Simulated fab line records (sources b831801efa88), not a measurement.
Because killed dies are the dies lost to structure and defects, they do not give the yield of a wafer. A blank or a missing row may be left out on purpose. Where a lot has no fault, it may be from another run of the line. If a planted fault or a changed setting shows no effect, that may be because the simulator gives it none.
Which tool was responsible? :: flow gf180mcu :: 18 wafers from 6 lots sampled at 2 of the route's 602 steps

== WHAT THE GAUGES READ, wafer by wafer ==
GF_M3_CD_MEAS_14: target cd 280 nm.
lot: L271
measured: day 22 19:14
on: cd_sem-02
cd_nm (nm): 279.3 278.9 279.5

lot: L273
measured: day 23 10:04
on: cd_sem-01
cd_nm (nm): 279.0 278.0 277.6

lot: L280
measured: day 25 17:19
on: cd_sem-01
cd_nm (nm): 278.7 280.4 280.2

lot: L285
measured: day 27 09:34
on: cd_sem-02
cd_nm (nm): 278.7 278.6 279.6

lot: L288
measured: day 28 06:01
on: cd_sem-01
cd_nm (nm): 278.7 279.1 279.4

lot: L292
measured: day 29 08:02
on: cd_sem-02
cd_nm (nm): 281.3 279.8 280.6

== WHAT TOOL EACH LOT RAN ON (gives the tool, then ch and the chambers of the sampled wafers, and finally the start) ==
lot: L271
GF_M3_SPUTTER_03: pvd_sputter-04, day 21 19:59

lot: L273
GF_M3_SPUTTER_03: pvd_sputter-04, day 22 10:27

lot: L280
GF_M3_SPUTTER_03: pvd_sputter-04, day 24 19:42

lot: L285
GF_M3_SPUTTER_03: pvd_sputter-04, day 26 12:50

lot: L288
GF_M3_SPUTTER_03: pvd_sputter-03, day 27 09:25

lot: L292
GF_M3_SPUTTER_03: pvd_sputter-03, day 28 12:13
- GF_M3_SPUTTER_03: material Ti, target thk 10 nm, time 6.7 s.

== THE ANSWER, worked out from the rows above alone ==
Rule: the lots themselves supply what counts as usual. Put in order of their means at a reading, lots are off if they are a third of the lots or fewer, leave a main group of 4 or more, and stand apart from it by a gap of 3 or more times the standard deviation of the main group's means; of several such gaps the widest counts. A main group whose means are all the same, to the digits that the tables above print for the reading, isn't used. Also off: a lot with no number at a reading for which 4 or more lots have one. All remaining lots with rows at the step are treated as sound.
No lot is off at any reading shown: from this, nothing can be told.

== WHAT WAS PUT IN BY THE SIMULATOR ==
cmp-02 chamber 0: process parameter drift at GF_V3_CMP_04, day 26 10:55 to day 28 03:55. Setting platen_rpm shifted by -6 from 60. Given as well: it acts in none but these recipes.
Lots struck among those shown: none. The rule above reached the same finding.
